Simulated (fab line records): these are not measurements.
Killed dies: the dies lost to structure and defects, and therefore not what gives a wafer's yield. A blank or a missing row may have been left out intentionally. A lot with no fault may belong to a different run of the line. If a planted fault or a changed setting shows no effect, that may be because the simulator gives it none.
Which tool is to blame? || flow sky130 || 36 wafers from 12 lots sampled at 3 of the route's 708 steps

WHAT EACH GAUGE READ, for each wafer
SKY_VT_ADJUST_LVTN_OVL_MEAS_18.
{"lot": "L631", "measured": "day 7 13:22", "on": "overlay-02", "VT_ADJUST_LVTN_01_OVL (nm)": "1.5 1.9 2.2"}
{"lot": "L632", "measured": "day 7 19:00", "on": "overlay-01", "VT_ADJUST_LVTN_01_OVL (nm)": "0.8 2.2 0.6"}
{"lot": "L633", "measured": "day 8 08:09", "on": "overlay-02", "VT_ADJUST_LVTN_01_OVL (nm)": "0.8 0.2 0.6"}
{"lot": "L634", "measured": "day 8 14:10", "on": "overlay-01", "VT_ADJUST_LVTN_01_OVL (nm)": "2.7 2.8 1.3"}
{"lot": "L635", "measured": "day 8 19:33", "on": "overlay-02", "VT_ADJUST_LVTN_01_OVL (nm)": "1.3 2.7 2.6"}
{"lot": "L636", "measured": "day 9 02:07", "on": "overlay-02", "VT_ADJUST_LVTN_01_OVL (nm)": "-0.6 0.9 1.3"}
{"lot": "L637", "measured": "day 9 11:52", "on": "overlay-02", "VT_ADJUST_LVTN_01_OVL (nm)": "2.1 1.5 2.5"}
{"lot": "L639", "measured": "day 10 00:49", "on": "overlay-01", "VT_ADJUST_LVTN_01_OVL (nm)": "0.7 1.6 -0.5"}
{"lot": "L640", "measured": "day 10 09:46", "on": "overlay-02", "VT_ADJUST_LVTN_01_OVL (nm)": "1.2 3.7 3.1"}
{"lot": "L650", "measured": "day 13 00:15", "on": "overlay-02", "VT_ADJUST_LVTN_01_OVL (nm)": "2.3 1.4 0.4"}
{"lot": "L651", "measured": "day 13 09:33", "on": "overlay-01", "VT_ADJUST_LVTN_01_OVL (nm)": "0.7 -1.8 -1.8"}
{"lot": "L654", "measured": "day 14 07:21", "on": "overlay-02", "VT_ADJUST_LVTN_01_OVL (nm)": "3.3 3.2 2.7"}

WHAT TOOL EACH LOT RAN ON (gives the tool, then ch and the chambers of the sampled wafers, and finally the start)
{"lot": "L631", "SKY_PWDE_STRIP_09": "plasma_asher-04 ch 0,1, day 3 18:06", "SKY_VT_ADJUST_HVTP_STRIP_10": "plasma_asher-03 ch 0,1, day 5 22:46"}
{"lot": "L632", "SKY_PWDE_STRIP_09": "plasma_asher-01 ch 0, day 3 23:18", "SKY_VT_ADJUST_HVTP_STRIP_10": "plasma_asher-02 ch 1, day 6 04:19"}
{"lot": "L633", "SKY_PWDE_STRIP_09": "plasma_asher-04 ch 0,1, day 4 08:36", "SKY_VT_ADJUST_HVTP_STRIP_10": "plasma_asher-02 ch 0,1, day 6 15:19"}
{"lot": "L634", "SKY_PWDE_STRIP_09": "plasma_asher-01 ch 0,1, day 4 14:42", "SKY_VT_ADJUST_HVTP_STRIP_10": "plasma_asher-03 ch 0,1, day 6 21:43"}
{"lot": "L635", "SKY_PWDE_STRIP_09": "plasma_asher-04 ch 0,1, day 4 19:59", "SKY_VT_ADJUST_HVTP_STRIP_10": "plasma_asher-04 ch 0,1, day 7 02:58"}
{"lot": "L636", "SKY_PWDE_STRIP_09": "plasma_asher-01 ch 0,1, day 4 23:30", "SKY_VT_ADJUST_HVTP_STRIP_10": "plasma_asher-02 ch 0, day 7 08:33"}
{"lot": "L637", "SKY_PWDE_STRIP_09": "plasma_asher-03 ch 0,1, day 5 07:47", "SKY_VT_ADJUST_HVTP_STRIP_10": "plasma_asher-03 ch 0,1, day 7 17:51"}
{"lot": "L639", "SKY_PWDE_STRIP_09": "plasma_asher-04 ch 0,1, day 5 18:35", "SKY_VT_ADJUST_HVTP_STRIP_10": "plasma_asher-04 ch 0,1, day 8 05:48"}
{"lot": "L640", "SKY_PWDE_STRIP_09": "plasma_asher-03 ch 0,1, day 6 00:27", "SKY_VT_ADJUST_HVTP_STRIP_10": "plasma_asher-03 ch 0,1, day 8 14:07"}
{"lot": "L650", "SKY_PWDE_STRIP_09": "plasma_asher-03 ch 0,1, day 8 04:54", "SKY_VT_ADJUST_HVTP_STRIP_10": "plasma_asher-03 ch 0,1, day 11 00:43"}
{"lot": "L651", "SKY_PWDE_STRIP_09": "plasma_asher-03 ch 0,1, day 8 10:42", "SKY_VT_ADJUST_HVTP_STRIP_10": "plasma_asher-02 ch 0,1, day 11 08:37"}
{"lot": "L654", "SKY_PWDE_STRIP_09": "plasma_asher-03 ch 0,1, day 9 06:15", "SKY_VT_ADJUST_HVTP_STRIP_10": "plasma_asher-04 ch 0,1, day 12 05:13"}
- SKY_PWDE_STRIP_09: strips in O2/N2.
- SKY_VT_ADJUST_HVTP_STRIP_10: strips in O2/N2.

AS READ BY THE TOOLS THEMSELVES (means over the sampled wafers that have a number; for cases with no such wafer, the mark the record gives instead)
SKY_PWDE_STRIP_09.
{"lot": "L631", "tool": "plasma_asher-04", "drypump_motor_current_A (A)": 6.0, "o2_flow_sccm (sccm)": 2994, "oes_product_au (a.u.)": 0.726, "strip_time_to_endpoint_s (s)": 36.88}
{"lot": "L632", "tool": "plasma_asher-01", "drypump_motor_current_A (A)": 5.0, "o2_flow_sccm (sccm)": 3011, "oes_product_au (a.u.)": 0.721, "strip_time_to_endpoint_s (s)": 36.71}
{"lot": "L633", "tool": "plasma_asher-04", "drypump_motor_current_A (A)": 6.0, "o2_flow_sccm (sccm)": 2996, "oes_product_au (a.u.)": 0.725, "strip_time_to_endpoint_s (s)": 36.85}
{"lot": "L634", "tool": "plasma_asher-01", "drypump_motor_current_A (A)": 5.2, "o2_flow_sccm (sccm)": 2996, "oes_product_au (a.u.)": 0.724, "strip_time_to_endpoint_s (s)": 36.93}
{"lot": "L635", "tool": "plasma_asher-04", "drypump_motor_current_A (A)": 5.7, "o2_flow_sccm (sccm)": 2994, "oes_product_au (a.u.)": 0.724, "strip_time_to_endpoint_s (s)": 36.85}
{"lot": "L636", "tool": "plasma_asher-01", "drypump_motor_current_A (A)": 5.2, "o2_flow_sccm (sccm)": 3005, "oes_product_au (a.u.)": 0.721, "strip_time_to_endpoint_s (s)": 36.93}
{"lot": "L637", "tool": "plasma_asher-03", "drypump_motor_current_A (A)": 5.0, "o2_flow_sccm (sccm)": 2989, "oes_product_au (a.u.)": 0.722, "strip_time_to_endpoint_s (s)": 36.93}
{"lot": "L639", "tool": "plasma_asher-04", "drypump_motor_current_A (A)": 6.0, "o2_flow_sccm (sccm)": 2999, "oes_product_au (a.u.)": 0.726, "strip_time_to_endpoint_s (s)": 36.82}
{"lot": "L640", "tool": "plasma_asher-03", "drypump_motor_current_A (A)": 5.0, "o2_flow_sccm (sccm)": 3001, "oes_product_au (a.u.)": 0.721, "strip_time_to_endpoint_s (s)": 37.06}
{"lot": "L650", "tool": "plasma_asher-03", "drypump_motor_current_A (A)": 5.4, "o2_flow_sccm (sccm)": 3006, "oes_product_au (a.u.)": 0.720, "strip_time_to_endpoint_s (s)": 36.99}
{"lot": "L651", "tool": "plasma_asher-03", "drypump_motor_current_A (A)": 5.3, "o2_flow_sccm (sccm)": 3002, "oes_product_au (a.u.)": 0.723, "strip_time_to_endpoint_s (s)": 36.92}
{"lot": "L654", "tool": "plasma_asher-03", "drypump_motor_current_A (A)": 5.0, "o2_flow_sccm (sccm)": 2994, "oes_product_au (a.u.)": 0.722, "strip_time_to_endpoint_s (s)": 36.97}

SKY_VT_ADJUST_HVTP_STRIP_10.
{"lot": "L631", "tool": "plasma_asher-03", "drypump_motor_current_A (A)": 5.3, "o2_flow_sccm (sccm)": 3000, "oes_product_au (a.u.)": 0.717, "strip_time_to_endpoint_s (s)": 14.04}
{"lot": "L632", "tool": "plasma_asher-02", "drypump_motor_current_A (A)": 5.8, "o2_flow_sccm (sccm)": 2998, "oes_product_au (a.u.)": 0.716, "strip_time_to_endpoint_s (s)": 14.08}
{"lot": "L633", "tool": "plasma_asher-02", "drypump_motor_current_A (A)": 5.9, "o2_flow_sccm (sccm)": 2996, "oes_product_au (a.u.)": 0.717, "strip_time_to_endpoint_s (s)": 14.06}
{"lot": "L634", "tool": "plasma_asher-03", "drypump_motor_current_A (A)": 5.4, "o2_flow_sccm (sccm)": 3010, "oes_product_au (a.u.)": 0.716, "strip_time_to_endpoint_s (s)": 14.06}
{"lot": "L635", "tool": "plasma_asher-04", "drypump_motor_current_A (A)": 6.0, "o2_flow_sccm (sccm)": 3002, "oes_product_au (a.u.)": 0.714, "strip_time_to_endpoint_s (s)": 14.10}
{"lot": "L636", "tool": "plasma_asher-02", "drypump_motor_current_A (A)": 6.2, "o2_flow_sccm (sccm)": 3007, "oes_product_au (a.u.)": 0.715, "strip_time_to_endpoint_s (s)": 14.02}
{"lot": "L637", "tool": "plasma_asher-03", "drypump_motor_current_A (A)": 5.4, "o2_flow_sccm (sccm)": 3005, "oes_product_au (a.u.)": 0.721, "strip_time_to_endpoint_s (s)": 14.05}
{"lot": "L639", "tool": "plasma_asher-04", "drypump_motor_current_A (A)": 5.7, "o2_flow_sccm (sccm)": 3007, "oes_product_au (a.u.)": 0.718, "strip_time_to_endpoint_s (s)": 14.03}
{"lot": "L640", "tool": "plasma_asher-03", "drypump_motor_current_A (A)": 5.0, "o2_flow_sccm (sccm)": 3003, "oes_product_au (a.u.)": 0.714, "strip_time_to_endpoint_s (s)": 14.02}
{"lot": "L650", "tool": "plasma_asher-03", "drypump_motor_current_A (A)": 5.4, "o2_flow_sccm (sccm)": 2990, "oes_product_au (a.u.)": 0.714, "strip_time_to_endpoint_s (s)": 14.08}
{"lot": "L651", "tool": "plasma_asher-02", "drypump_motor_current_A (A)": 5.9, "o2_flow_sccm (sccm)": 3009, "oes_product_au (a.u.)": 0.718, "strip_time_to_endpoint_s (s)": 14.11}
{"lot": "L654", "tool": "plasma_asher-04", "drypump_motor_current_A (A)": 5.7, "o2_flow_sccm (sccm)": 3004, "oes_product_au (a.u.)": 0.718, "strip_time_to_endpoint_s (s)": 14.07}

THE ANSWER, worked out from the rows above alone
Rule: what is usual is taken from the lots themselves. The widest of any qualifying gaps counts: lots, ordered by their means at a reading, are off when they make up no more than a third of the lots, leave a main group of 4 or more, and stand apart from it by 3 or more times the standard deviation of that group's means. A main group is skipped when, at the precision printed for the reading in the tables above, its means are all equal. Also off: a lot with no number at a reading for which 4 or more lots have one. The other lots that the step has rows for count as sound. The gauges are gone through in route order, then the tools' own readings, and for those a lot's mean is taken as printed above. The first step at which some lot is off is used, and at that step the reading that is off furthest; a lot without a number counts as furthest.
Nothing can be told from this: no lot is off at any reading shown.

WHAT THE SIMULATOR PUT IN
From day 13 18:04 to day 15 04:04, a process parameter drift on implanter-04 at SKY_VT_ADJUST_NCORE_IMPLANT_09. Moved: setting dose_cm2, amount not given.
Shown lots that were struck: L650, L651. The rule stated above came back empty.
